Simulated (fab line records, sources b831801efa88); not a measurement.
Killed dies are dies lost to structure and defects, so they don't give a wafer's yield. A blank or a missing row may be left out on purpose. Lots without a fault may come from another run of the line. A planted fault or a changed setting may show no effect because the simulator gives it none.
Split-lot experiment | flow sky130 | 5 lots, 23 wafers read, on a route of 708 steps

THE SPLIT
At SKY_VIA3_HDPCVD_00 (deposits SiO2, target thk 1635 nm, time 272.5 s), the setting time_s was moved away from the recipe's 272.5 s on 8 of the 23 wafers read, by +4.1% to +9.2%. The other wafers ran this setting at the recipe's value.

The file shows no step between the split and the reading.

THE READING
VIA3_HDPCVD_THK, in nm, at SKY_VIA3_THK_MEAS_01. Fault-free wafers of this fab line usually give 1634 nm, standard deviation 19 nm.

wafer  | tool, chamber at the split | time_s as run, s | against the recipe | VIA3_HDPCVD_THK, nm | against lot-mates on the recipe
L075.1 | hdpcvd-01, 0               | 272.5            | recipe             | 1631                | -
L075.2 | hdpcvd-01, 1               | 272.5            | recipe             | 1633                | -
L075.3 | hdpcvd-01, 0               | 272.5            | recipe             | 1619                | -
L075.4 | hdpcvd-01, 1               | 272.5            | recipe             | 1649                | -
L075.5 | hdpcvd-01, 1               | 272.5            | recipe             | 1639                | -
L078.2 | hdpcvd-02, 2               | 272.5            | recipe             | 1637                | -
L078.3 | hdpcvd-02, 1               | 297.7            | +9.2%              | 1781                | +156
L078.4 | hdpcvd-02, 2               | 272.5            | recipe             | 1613                | -
L078.5 | hdpcvd-02, 0               | 297.7            | +9.2%              | 1774                | +149
L078.6 | hdpcvd-02, 1               | 297.7            | +9.2%              | 1797                | +172
L079.2 | hdpcvd-01, 1               | 272.5            | recipe             | 1650                | -
L079.3 | hdpcvd-01, 2               | 289.2            | +6.1%              | 1754                | +102
L079.4 | hdpcvd-01, 1               | 289.2            | +6.1%              | 1782                | +130
L079.5 | hdpcvd-01, 0               | 272.5            | recipe             | 1653                | -
L079.6 | hdpcvd-01, 2               | 272.5            | recipe             | 1653                | -
L080.2 | hdpcvd-02, 2               | 283.8            | +4.1%              | 1699                | +70
L080.3 | hdpcvd-02, 1               | 283.8            | +4.1%              | 1689                | +60
L080.4 | hdpcvd-02, 0               | 272.5            | recipe             | 1636                | -
L080.5 | hdpcvd-02, 1               | 283.8            | +4.1%              | 1716                | +88
L080.6 | hdpcvd-02, 2               | 272.5            | recipe             | 1621                | -
L084.1 | hdpcvd-01, 0               | 272.5            | recipe             | 1608                | -
L084.3 | hdpcvd-01, 2               | 272.5            | recipe             | 1616                | -
L084.6 | hdpcvd-01, 0               | 272.5            | recipe             | 1614                | -

THE FIT
A straight line over all 23 wafers: VIA3_HDPCVD_THK changes by +17.6 nm for each +1% of time_s; r = +0.96; the points scatter about the line by 17 nm.
The same after taking each lot's own level away (the mean of its wafers on the recipe; 23 wafers): +17.5 nm for each +1%; r = +0.99; scatter 10 nm.
On that fit, the largest move of time_s shifts the reading by 1.6e+02 nm.
The lots' own levels span 1612.7 to 1652.0 nm, that is 2.1 times the standard deviation above.
So the lot-to-lot level changes the slope little: the two slopes agree.
Check: with one of the wafers moved furthest among these (+9.2%) left out of the fit, the line predicts +164 nm for it against its lot-mates. It came out at +156 nm against them.

OTHER SPLITS ON THESE WAFERS
These wafers also went through other splits before the reading. Each is held against what the fit with the lots' levels taken away leaves over:
other split on the same wafers     | wafers away from the commonest value | r with VIA3_HDPCVD_THK (lot level and that fit taken away)
SKY_VIA2_CMP_02 leave_above_ref_nm | 7                                    | +0.02
SKY_VIA2_COAT_07 resist_thk_nm     | 5                                    | +0.11
SKY_VIA2_SPUTTER_20 time_s         | 7                                    | -0.20
SKY_VIA2_CVD_21 temp_c             | 4                                    | -0.04
SKY_CAPM_DEVELOP_11 dev_temp_c     | 6                                    | -0.06
SKY_METAL3_ETCH_17 bias_w          | 8                                    | -0.14

THE WHOLE CHAIN: every reading that the file lists as answering this split, in the file's order
step                 | what it does                                    | reading                                                                        | change (the file's fit)              | r (the file's)
SKY_VIA3_HDPCVD_00   | deposits SiO2, target thk 1635 nm, time 272.5 s | SiO2_of_VIA3_HDPCVD_00.thk_nm (the simulator's own value, which no gauge read) | +17.6 nm for each +1% of the setting | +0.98
SKY_VIA3_THK_MEAS_01 |                                                 | VIA3_HDPCVD_THK                                                                | +17.7 for each +1% of the setting    | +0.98

THE FILE'S OWN FIT
VIA3_HDPCVD_THK changes by +17.7 nm for each +1% of time_s, r = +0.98.
